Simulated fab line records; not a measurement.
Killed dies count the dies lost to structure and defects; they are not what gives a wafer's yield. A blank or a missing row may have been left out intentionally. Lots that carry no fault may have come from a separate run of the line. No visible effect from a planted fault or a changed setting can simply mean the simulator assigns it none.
Which tool did it? -- flow sky130 -- 11 lots, 33 wafers sampled, at 4 steps of a route of 708

== WHAT EACH GAUGE READ, for each wafer ==
SKY_FIELD_ISO_THK_MEAS_02. Usual: FIELD_ISO_OXIDATION_00_THK gives 12.17 nm (standard deviation 0.24).
lot,measured,on,FIELD_ISO_OXIDATION_00_THK (nm),flag
L224,day 1 11:54,filmMetro-02,12.26 12.12 12.40,
L226,day 2 04:38,filmMetro-02,11.87 12.11 11.99,
L230,day 2 21:43,filmMetro-01,12.50 12.54 12.41,
L231,day 3 01:41,filmMetro-02,12.27 12.14 12.39,
L234,day 3 14:36,filmMetro-01,12.07 12.07 12.21,
L235,day 3 20:57,filmMetro-01,12.53 12.44 12.44,
L236,day 4 00:59,filmMetro-02,11.94 12.15 12.06,
L237,day 4 05:05,filmMetro-04,11.98 12.02 12.26,
L241,day 5 01:18,filmMetro-02,11.90 11.75 11.80,
L242,day 5 05:38,filmMetro-04,11.56 11.51 11.66,
L243,day 5 11:05,filmMetro-02,12.15 12.07 12.11,

SKY_NWELL_THK_MEAS_02. Usual: NWELL_OXIDATION_THK gives 10.08 nm (standard deviation 0.15).
lot,measured,on,NWELL_OXIDATION_THK (nm),flag
L224,day 2 22:41,filmMetro-03,10.11 10.03 10.14,
L226,day 3 07:37,filmMetro-01,10.07 10.10 10.17,
L230,day 4 03:34,filmMetro-01,12.15 12.04 12.12,OFF
L231,day 4 03:34,filmMetro-02,12.25 12.10 12.21,OFF
L234,day 4 17:37,filmMetro-01,10.24 10.27 10.10,
L235,day 5 01:30,filmMetro-02,10.26 10.04 10.28,
L236,day 5 02:53,filmMetro-01,10.20 10.06 10.21,
L237,day 5 06:49,filmMetro-01,9.96 9.99 9.92,
L241,day 6 05:04,filmMetro-02,10.34 10.33 10.32,
L242,day 6 09:27,filmMetro-03,9.93 10.25 10.21,
L243,day 6 14:17,filmMetro-02,10.14 10.30 10.09,

== WHAT TOOL EACH LOT RAN ON (gives the tool, then ch and the chambers of the sampled wafers, and finally the start) ==
lot,SKY_FIELD_ISO_CMP_27,SKY_NWELL_OXIDATION_01
L224,"cmp-01 ch 1,2,3, day 2 16:04","furnace-02 ch 0, day 2 21:16"
L226,"cmp-01 ch 0,2,3, day 3 05:01","furnace-01 ch 0, day 3 06:13"
L230,"cmp-02 ch 1,3, day 3 23:31","furnace-01 ch 0, day 4 02:09"
L231,"cmp-02 ch 1,3, day 4 01:05","furnace-01 ch 0, day 4 02:09"
L234,"cmp-02 ch 0,1, day 4 15:16","furnace-02 ch 0, day 4 16:11"
L235,"cmp-02 ch 1,2,3, day 4 22:22","furnace-02 ch 0, day 5 00:06"
L236,"cmp-02 ch 1,2, day 5 00:13","furnace-02 ch 0, day 5 01:30"
L237,"cmp-02 ch 0,2,3, day 5 04:26","furnace-02 ch 0, day 5 05:24"
L241,"cmp-01 ch 0,1,3, day 6 02:43","furnace-02 ch 0, day 6 03:38"
L242,"cmp-02 ch 1,2,3, day 6 06:41","furnace-02 ch 0, day 6 08:02"
L243,"cmp-02 ch 2,3, day 6 11:48","furnace-02 ch 0, day 6 12:53"
- SKY_FIELD_ISO_CMP_27: polishes, stops on Si3N4, t overpolish 16 s, target thk 457.8 nm.
- SKY_NWELL_OXIDATION_01: stabilise 600 s, purge 300 s, target thk 10 nm.

== AS READ BY THE TOOLS THEMSELVES (means over the sampled wafers that have a number; for cases with no such wafer, the mark the record gives instead) ==
SKY_FIELD_ISO_CMP_27. Usual: motorCurrentA 12.3 A, standard deviation 1.2; overpolishRunS 16.000 s, standard deviation 0.0083; timeToEndpointS 114 s, standard deviation 5.1.
lot,tool,motorCurrentA (A),overpolishRunS (s),timeToEndpointS (s),flag
L224,cmp-01,11.5,16.002,117,
L226,cmp-01,11.5,16.002,114,
L230,cmp-02,12.8,15.995,113,
L231,cmp-02,12.6,15.998,113,
L234,cmp-02,12.1,16.002,108,
L235,cmp-02,12.3,16.002,111,
L236,cmp-02,12.2,15.998,112,
L237,cmp-02,12.1,16.000,109,
L241,cmp-01,12.5,15.996,115,
L242,cmp-02,12.4,16.007,114,
L243,cmp-02,12.1,15.993,118,

SKY_NWELL_OXIDATION_01. Usual: spikeTcBottomC 916.5 C, standard deviation 2.1; spikeTcCentreC 901.1 C, standard deviation 1; spikeTcLowerC 900.1 C, standard deviation 1.1; spikeTcTopC 911.1 C, standard deviation 2.8; spikeTcUpperC 898.3 C, standard deviation 1.1; tubeCenterTempC 900 C, standard deviation 0.091; tube_center_temp_C_max 902.3, standard deviation 0.4; zonePowerBottomPct 26.3 %, standard deviation 0.48.
lot,tool,spikeTcBottomC (C),spikeTcCentreC (C),spikeTcLowerC (C),spikeTcTopC (C),spikeTcUpperC (C),tubeCenterTempC (C),tube_center_temp_C_max,zonePowerBottomPct (%),flag
L224,furnace-02,918.1,901.4,899.5,907.4,899.2,900,902.2,25.9,
L226,furnace-01,913.7,900.3,901.1,913.5,896.9,900,902.2,26.7,
L230,furnace-01,933.2,918.8,918.0,931.2,915.5,918,920.8,27.9,OFF
L231,furnace-01,933.6,918.6,917.3,931.2,915.9,918,920.0,27.9,OFF
L234,furnace-02,917.3,901.8,901.0,907.7,899.0,900,902.3,26.0,
L235,furnace-02,918.5,902.2,901.4,908.0,899.0,900,902.5,25.6,
L236,furnace-02,918.0,900.6,901.7,907.8,899.6,900,902.0,26.1,
L237,furnace-02,917.8,901.4,900.5,908.8,899.0,900,902.3,26.1,
L241,furnace-02,919.1,901.1,900.5,908.1,899.1,900,902.3,25.9,
L242,furnace-02,919.4,900.8,900.7,909.8,899.2,900,902.4,26.0,
L243,furnace-02,919.5,902.2,899.6,908.0,898.8,900,902.5,26.0,

== THE ANSWER, worked out from the rows above alone ==
Rule: take the mean of a lot's wafers that have a number; if it is more than 3 standard deviations from the usual mean, the lot is off. Also off: a lot with no number at a reading for which 4 or more lots have one. Where the step has rows for the other lots, those lots are counted as sound. Order of review: gauges by route order, followed by the tools' own readings, for which a lot's mean as printed above is used. The first step at which some lot is off is used, and at that step the reading that is off furthest; a lot without a number counts as furthest.
Off: L230, L231, at SKY_NWELL_THK_MEAS_02 (NWELL_OXIDATION_THK).
A tool fits if, at a process step before that reading, it ran every lot that is off, and no sound lot after the first of them. The gauges at SKY_NWELL_THK_MEAS_02 aren't tried: what is off there is off at SKY_NWELL_OXIDATION_01 too, on other tools, and a gauge's error can't cause that. One fits: SKY_NWELL_OXIDATION_01 on furnace-01. Its last sound lot is L226 (day 3 06:13), its first lot that is off L230 (day 4 02:09): a fault that began between those two fits.
The tool's own readings at SKY_NWELL_OXIDATION_01 bear it out: on the lots that are off they differ by more than 5 times the standard deviation of the sound lots' means. spikeTcBottomC reads 933.4 C there against 917.9 C on the sound lots; spikeTcCentreC reads 918.7 C there against 901.3 C on the sound lots; spikeTcLowerC reads 917.6 C there against 900.7 C on the sound lots; spikeTcTopC reads 931.2 C there against 908.8 C on the sound lots; spikeTcUpperC reads 915.7 C there against 898.9 C on the sound lots; tubeCenterTempC reads 918 C there against 900 C on the sound lots; tube_center_temp_C_max reads 920.4 there against 902.3 on the sound lots; zonePowerBottomPct reads 27.9 % there against 26.0 % on the sound lots.

== WHAT THE SIMULATOR HAD PUT IN ==
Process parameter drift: furnace-01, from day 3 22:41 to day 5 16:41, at SKY_NWELL_OXIDATION_01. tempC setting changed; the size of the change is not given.
Shown lots that were struck: L230, L231. The rule above found the same.
